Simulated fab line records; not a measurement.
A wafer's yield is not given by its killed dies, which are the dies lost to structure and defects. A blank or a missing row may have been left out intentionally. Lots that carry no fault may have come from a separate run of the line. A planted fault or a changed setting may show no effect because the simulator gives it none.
What tool caused it?    flow gf180mcu    12 lots, 36 wafers sampled, at 5 steps of a route of 602

== WHAT THE GAUGES SHOWED, per wafer ==
GF_MIM_THK_MEAS_06. Usual: MIM_CVD_05_THK 42.0 nm, standard deviation 0.47.
lot   measured      on            MIM_CVD_05_THK (nm)  flag
L562  day 24 17:34  filmMetro-01  42.1 42.6 42.6       
L563  day 25 00:39  filmMetro-02  41.6 42.8 42.1       
L564  day 25 02:37  filmMetro-01  41.4 41.9 41.2       
L565  day 25 17:26  filmMetro-03  41.9 42.1 41.8       
L566  day 25 19:15  filmMetro-02  42.1 41.7 42.1       
L569  day 27 07:25  filmMetro-01  45.6 42.4 46.3       OFF
L577  day 29 09:43  filmMetro-03  42.0 42.4 42.5       
L580  day 29 23:14  filmMetro-01  41.3 41.9 42.3       
L581  day 30 13:28  filmMetro-01  41.2 41.9 41.9       
L583  day 30 20:02  filmMetro-02  41.5 41.5 42.5       
L584  day 31 02:27  filmMetro-02  42.3 41.9 42.6       
L585  day 31 09:32  filmMetro-01  42.1 42.7 42.8       

== WHICH TOOL RAN EACH LOT (tool, then ch and the chambers of the sampled wafers, then the start) ==
lot   GF_V4_SPUTTER_21             GF_MIM_SPUTTER_02            GF_MIM_SPUTTER_03            GF_MIM_CVD_05
L562  pvdSputter-02, day 24 16:37  pvdSputter-01, day 24 17:26  pvdSputter-01, day 24 17:28  pecvd-03 ch 0,2, day 24 17:31
L563  pvdSputter-04, day 24 23:42  pvdSputter-03, day 25 00:31  pvdSputter-03, day 25 00:33  pecvd-03 ch 0,1, day 25 00:37
L564  pvdSputter-04, day 25 01:39  pvdSputter-01, day 25 02:28  pvdSputter-01, day 25 02:30  pecvd-01 ch 0,1,2, day 25 02:34
L565  pvdSputter-03, day 25 16:22  pvdSputter-02, day 25 17:18  pvdSputter-02, day 25 17:20  pecvd-02 ch 1,2, day 25 17:23
L566  pvdSputter-02, day 25 18:19  pvdSputter-02, day 25 19:08  pvdSputter-02, day 25 19:10  pecvd-03 ch 0,1,2, day 25 19:13
L569  pvdSputter-03, day 27 06:27  pvdSputter-01, day 27 07:17  pvdSputter-01, day 27 07:19  pecvd-03 ch 0,1, day 27 07:23
L577  pvdSputter-03, day 29 08:47  pvdSputter-03, day 29 09:36  pvdSputter-03, day 29 09:38  pecvd-02 ch 0,1,2, day 29 09:41
L580  pvdSputter-02, day 29 22:17  pvdSputter-03, day 29 23:07  pvdSputter-03, day 29 23:08  pecvd-02 ch 1,2, day 29 23:12
L581  pvdSputter-04, day 30 12:06  pvdSputter-03, day 30 13:19  pvdSputter-03, day 30 13:21  pecvd-02 ch 0,1,2, day 30 13:25
L583  pvdSputter-03, day 30 18:55  pvdSputter-03, day 30 19:55  pvdSputter-03, day 30 19:56  pecvd-01 ch 0,1,2, day 30 20:00
L584  pvdSputter-02, day 31 01:21  pvdSputter-01, day 31 02:20  pvdSputter-01, day 31 02:22  pecvd-01 ch 0,1,2, day 31 02:25
L585  pvdSputter-02, day 31 08:34  pvdSputter-01, day 31 09:23  pvdSputter-01, day 31 09:25  pecvd-02 ch 0,2, day 31 09:29
- GF_V4_SPUTTER_21: material Ti, target thk 15 nm, time 80.02 s.
- GF_MIM_SPUTTER_02: material AlCu, target thk 450 nm, time 23.9 s.
- GF_MIM_SPUTTER_03: material Ti, target thk 10 nm, time 6.7 s.
- GF_MIM_CVD_05: deposits Si3N4, target thk 42 nm, time 29.086 s.

== WHAT THE TOOLS THEMSELVES READ (means of the sampled wafers that have a number; where no wafer has one, the mark that the record gives instead) ==
GF_V4_SPUTTER_21. Usual: throttleValvePct at 30.2 %, with a standard deviation of 1.4.
lot   tool           throttleValvePct (%)  flag
L562  pvdSputter-02  31.6                  
L563  pvdSputter-04  30.3                  
L564  pvdSputter-04  29.2                  
L565  pvdSputter-03  30.0                  
L566  pvdSputter-02  31.3                  
L569  pvdSputter-03  30.4                  
L577  pvdSputter-03  28.9                  
L580  pvdSputter-02  30.6                  
L581  pvdSputter-04  29.5                  
L583  pvdSputter-03  29.9                  
L584  pvdSputter-02  30.9                  
L585  pvdSputter-02  29.8                  

GF_MIM_SPUTTER_02. Usual: throttleValvePct at 30.4 %, with a standard deviation of 1.1.
lot   tool           throttleValvePct (%)  flag
L562  pvdSputter-01  29.3                  
L563  pvdSputter-03  31.5                  
L564  pvdSputter-01  29.4                  
L565  pvdSputter-02  31.6                  
L566  pvdSputter-02  31.2                  
L569  pvdSputter-01  29.7                  
L577  pvdSputter-03  31.3                  
L580  pvdSputter-03  30.1                  
L581  pvdSputter-03  31.1                  
L583  pvdSputter-03  29.8                  
L584  pvdSputter-01  30.3                  
L585  pvdSputter-01  30.1                  

GF_MIM_SPUTTER_03. Usual: throttleValvePct at 30.4 %, with a standard deviation of 1.1.
lot   tool           throttleValvePct (%)  flag
L562  pvdSputter-01  29.5                  
L563  pvdSputter-03  31.5                  
L564  pvdSputter-01  29.4                  
L565  pvdSputter-02  31.5                  
L566  pvdSputter-02  31.1                  
L569  pvdSputter-01  29.7                  
L577  pvdSputter-03  31.4                  
L580  pvdSputter-03  30.2                  
L581  pvdSputter-03  31.1                  
L583  pvdSputter-03  29.9                  
L584  pvdSputter-01  30.3                  
L585  pvdSputter-01  30.0                  

GF_MIM_CVD_05. Usual: heaterPowerW at 651 W, with a standard deviation of 81.
lot   tool      heaterPowerW (W)  flag
L562  pecvd-03  669               
L563  pecvd-03  639               
L564  pecvd-01  680               
L565  pecvd-02  599               
L566  pecvd-03  679               
L569  pecvd-03  631               
L577  pecvd-02  570               
L580  pecvd-02  626               
L581  pecvd-02  601               
L583  pecvd-01  705               
L584  pecvd-01  705               
L585  pecvd-02  573               

== THE ANSWER, worked out from the rows above alone ==
Rule: lot off if the mean of its wafers having a number is beyond 3 standard deviations from the usual mean. A lot without any number at a reading at which 4 lots or more have one is off too. Any other lot the step has rows for is counted as sound. The gauges are gone through in route order, then the tools' own readings, and for those a lot's mean is taken as printed above. At the first step where some lot is off, the reading lying furthest off is the one used; lots without a number count as furthest.
Off: L569, at GF_MIM_THK_MEAS_06 (MIM_CVD_05_THK).
If a tool, at a process step before that reading, ran all the lots that are off and no sound lot after the first of them, it fits. Those tools and the gauges at GF_MIM_THK_MEAS_06 are tried in the same way. One fits: pecvd-03 at GF_MIM_CVD_05. A fault onset in the window from L566 (day 25 19:13, its last sound lot) to L569 (day 27 07:23, its first lot off) fits.

== WHAT THE SIMULATOR HAD PUT IN ==
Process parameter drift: pecvd-03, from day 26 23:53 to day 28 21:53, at GF_MIM_CVD_05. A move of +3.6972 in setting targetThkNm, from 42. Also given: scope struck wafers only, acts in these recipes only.
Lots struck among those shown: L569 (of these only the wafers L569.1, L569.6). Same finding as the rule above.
